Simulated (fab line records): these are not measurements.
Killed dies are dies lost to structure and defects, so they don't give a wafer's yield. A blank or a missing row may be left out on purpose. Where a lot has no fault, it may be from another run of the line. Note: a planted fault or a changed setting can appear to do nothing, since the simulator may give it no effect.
What tool caused it? -- flow sfq-line -- Sampling: 15 lots, 45 wafers, 5 of 325 route steps

WHAT EACH GAUGE READ, for each wafer
SFQ_M0_RS_MEAS_904: a four-point-probe measurement. Usual: M0_NB_RS 0.888 ohm/sq, standard deviation 0.0095.
lot,measured,on,M0_NB_RS (ohm/sq),flag
L392,day 5 00:08,film-metro-02,0.873 0.880 0.875,
L394,day 5 06:09,film-metro-02,0.902 0.899 0.895,
L395,day 5 14:34,film-metro-02,0.889 0.889 0.888,
L396,day 5 19:20,film-metro-03,0.893 0.904 0.890,
L397,day 6 03:47,film-metro-03,0.897 0.898 0.894,
L398,day 6 09:47,film-metro-03,0.887 0.887 0.897,
L399,day 6 14:33,film-metro-02,0.888 0.884 0.889,
L400,day 6 19:21,film-metro-03,0.883 0.893 0.880,
L401,day 7 06:56,film-metro-02,0.901 0.912 0.897,
L402,day 7 09:17,film-metro-02,0.902 0.903 0.897,
L403,day 9 09:16,film-metro-03,0.873 0.879 0.875,
L405,day 9 20:40,film-metro-03,0.878 0.874 0.878,
L412,day 11 07:35,film-metro-03,0.964 0.967 0.966,OFF
L414,day 11 23:12,film-metro-04,0.976 0.992 0.983,OFF
L415,day 12 05:48,film-metro-04,0.954 0.968 0.961,OFF

SFQ_M0_OVL_MEAS_906. Usual: M0_OVL 2 nm, standard deviation 5.
lot,measured,on,M0_OVL (nm),flag
L392,day 5 14:50,overlay-02,2 3 -1,
L394,day 5 22:02,overlay-01,5 5 2,
L395,day 6 05:15,overlay-01,5 4 7,
L396,day 6 15:59,overlay-01,-2 0 -3,
L397,day 7 02:55,overlay-02,1 1 8,
L398,day 7 08:55,overlay-01,1 -6 -3,
L399,day 7 13:42,overlay-02,-7 -8 -8,
L400,day 7 18:30,overlay-01,-8 -10 -4,
L401,day 8 02:55,overlay-01,-5 -3 -4,
L402,day 8 06:29,overlay-01,-1 -2 0,
L403,day 10 01:56,overlay-01,6 -1 5,
L405,day 10 15:08,overlay-01,2 3 5,
L412,day 12 19:28,overlay-02,4 -4 -1,
L414,day 13 09:53,overlay-02,3 2 1,
L415,day 13 14:47,overlay-02,5 2 7,

SFQ_M1_OVL_MEAS_911. Usual: M1_OVL 1 nm, standard deviation 4.1.
lot,measured,on,M1_OVL (nm),flag
L392,day 15 07:56,overlay-01,3 7 2,
L394,day 15 20:03,overlay-02,0 -6 -1,
L395,day 15 23:40,overlay-01,0 0 2,
L396,day 16 07:50,overlay-02,0 -3 -2,
L397,day 16 17:31,overlay-01,0 1 2,
L398,day 16 22:18,overlay-02,2 4 6,
L399,day 18 04:34,overlay-02,-2 -6 2,
L400,day 18 09:22,overlay-02,2 2 3,
L401,day 18 18:59,overlay-02,-7 -9 -4,
L402,day 18 23:46,overlay-01,2 4 -1,
L403,day 20 22:34,overlay-02,-3 -2 -3,
L405,day 22 00:59,overlay-01,7 5 9,
L412,day 25 15:58,overlay-02,0 -2 1,
L414,day 26 06:23,overlay-02,-4 -2 -8,
L415,day 26 12:23,overlay-01,-3 -4 4,

EACH LOT AND THE TOOL THAT RAN IT (in order: tool; ch and the chambers of the sampled wafers; start)
lot,SFQ_TRILAYER_M0_DEP_SPUTTER_019,SFQ_TRILAYER_M0_ETCH_METAL_ETCH_024
L392,"pvd-sputter-06, day 5 00:02","rie-metal-02 ch 0,1, day 5 14:56"
L394,"pvd-sputter-03, day 5 06:02","rie-metal-04 ch 0,1, day 5 22:08"
L395,"pvd-sputter-04, day 5 14:26","rie-metal-02 ch 0,1, day 6 05:23"
L396,"pvd-sputter-04, day 5 19:14","rie-metal-03 ch 0,1, day 6 16:05"
L397,"pvd-sputter-03, day 6 03:38","rie-metal-02 ch 0,1, day 7 03:02"
L398,"pvd-sputter-03, day 6 09:40","rie-metal-03 ch 0,1, day 7 09:02"
L399,"pvd-sputter-04, day 6 14:26","rie-metal-03 ch 0,1, day 7 13:47"
L400,"pvd-sputter-04, day 6 19:14","rie-metal-03 ch 0,1, day 7 18:35"
L401,"pvd-sputter-03, day 7 06:47","rie-metal-03 ch 0,1, day 8 03:02"
L402,"pvd-sputter-04, day 7 09:11","rie-metal-03 ch 1, day 8 06:35"
L403,"pvd-sputter-03, day 9 09:10","rie-metal-04 ch 0,1, day 10 02:01"
L405,"pvd-sputter-03, day 9 20:32","rie-metal-04 ch 0,1, day 10 15:16"
L412,"pvd-sputter-03, day 11 07:29","rie-metal-03 ch 0,1, day 12 19:34"
L414,"pvd-sputter-03, day 11 23:05","rie-metal-04 ch 0,1, day 13 09:58"
L415,"pvd-sputter-03, day 12 05:41","rie-metal-03 ch 0,1, day 13 14:53"
- SFQ_TRILAYER_M0_DEP_SPUTTER_019: material Nb, target thk 200 nm, time 133.3 s.
- SFQ_TRILAYER_M0_ETCH_METAL_ETCH_024: etches Nb in Cl2/Ar, stops on SiO2, target depth 240 nm, time 120 s.

AS READ BY THE TOOLS THEMSELVES (means over the sampled wafers that have a number; for cases with no such wafer, the mark the record gives instead)
SFQ_TRILAYER_M0_DEP_SPUTTER_019. Usual: base-pressure-pa 1.33e-06 Pa, standard deviation 7.8e-08; chamber-pressure-pa 0.13326 Pa, standard deviation 0.00029; throttle-valve-pct 30.4 %, standard deviation 1.
lot,tool,base-pressure-pa (Pa),chamber-pressure-pa (Pa),throttle-valve-pct (%),flag
L392,pvd-sputter-06,1.30e-06,0.13342,29.5,
L394,pvd-sputter-03,1.35e-06,0.13296,31.1,
L395,pvd-sputter-04,1.29e-06,0.13307,29.7,
L396,pvd-sputter-04,1.29e-06,0.13324,30.3,
L397,pvd-sputter-03,1.39e-06,0.13331,31.6,
L398,pvd-sputter-03,1.30e-06,0.13324,31.5,
L399,pvd-sputter-04,1.38e-06,0.13298,30.5,
L400,pvd-sputter-04,1.31e-06,0.13333,30.2,
L401,pvd-sputter-03,1.34e-06,0.13316,31.1,
L402,pvd-sputter-04,1.32e-06,0.13301,29.9,
L403,pvd-sputter-03,1.21e-06,0.13312,30.0,
L405,pvd-sputter-03,1.30e-06,0.13330,30.0,
L412,pvd-sputter-03,1.29e-06,0.13348,30.2,
L414,pvd-sputter-03,1.28e-06,0.13323,31.1,
L415,pvd-sputter-03,1.30e-06,0.13321,30.6,

SFQ_TRILAYER_M0_ETCH_METAL_ETCH_024. Usual: chamber-pressure-mTorr 9.999 mTorr, standard deviation 0.0093; drypump-motor-current-A 5.4 A, standard deviation 0.53; he-backside-leak-sccm 3.45 sccm, standard deviation 0.19; oes-product-au 0.896 a.u., standard deviation 0.0071.
lot,tool,chamber-pressure-mTorr (mTorr),drypump-motor-current-A (A),he-backside-leak-sccm (sccm),oes-product-au (a.u.),flag
L392,rie-metal-02,10.001,5.9,3.50,0.906,
L394,rie-metal-04,10.018,5.2,3.57,0.888,
L395,rie-metal-02,10.003,5.9,3.48,0.893,
L396,rie-metal-03,9.999,5.7,3.50,0.894,
L397,rie-metal-02,10.000,6.1,3.57,0.900,
L398,rie-metal-03,9.997,5.3,3.34,0.892,
L399,rie-metal-03,9.992,5.7,3.42,0.895,
L400,rie-metal-03,9.999,5.3,3.55,0.896,
L401,rie-metal-03,9.989,5.7,3.35,0.884,
L402,rie-metal-03,9.993,5.0,3.02,0.889,
L403,rie-metal-04,10.008,5.1,3.56,0.905,
L405,rie-metal-04,10.000,5.1,3.54,0.900,
L412,rie-metal-03,9.994,5.3,3.33,0.855,OFF
L414,rie-metal-04,10.001,5.2,3.64,0.846,OFF
L415,rie-metal-03,10.002,5.7,3.36,0.859,OFF

THE ANSWER, worked out from the rows above alone
Rule: a lot counts as off when the mean over its wafers that have a number is more than 3 standard deviations away from the usual mean. A lot without any number at a reading at which 4 lots or more have one is off too. The other lots that the step has rows for count as sound. Order of review: gauges by route order, followed by the tools' own readings, for which a lot's mean as printed above is used. At the first step where some lot is off, the reading lying furthest off is the one used; lots without a number count as furthest.
Off: L412, L414, L415, seen at SFQ_M0_RS_MEAS_904 (M0_NB_RS).
If a tool, at a process step before that reading, ran all the lots that are off and no sound lot after the first of them, it fits. The gauges at SFQ_M0_RS_MEAS_904 aren't tried: what is off there is off at SFQ_TRILAYER_M0_ETCH_METAL_ETCH_024 too, on other tools, and a gauge's error can't cause that. One fits: SFQ_TRILAYER_M0_DEP_SPUTTER_019 on pvd-sputter-03. A fault onset in the window from L405 (day 9 20:32, its last sound lot) to L412 (day 11 07:29, its first lot off) fits.

WHAT THE SIMULATOR HAD PUT IN
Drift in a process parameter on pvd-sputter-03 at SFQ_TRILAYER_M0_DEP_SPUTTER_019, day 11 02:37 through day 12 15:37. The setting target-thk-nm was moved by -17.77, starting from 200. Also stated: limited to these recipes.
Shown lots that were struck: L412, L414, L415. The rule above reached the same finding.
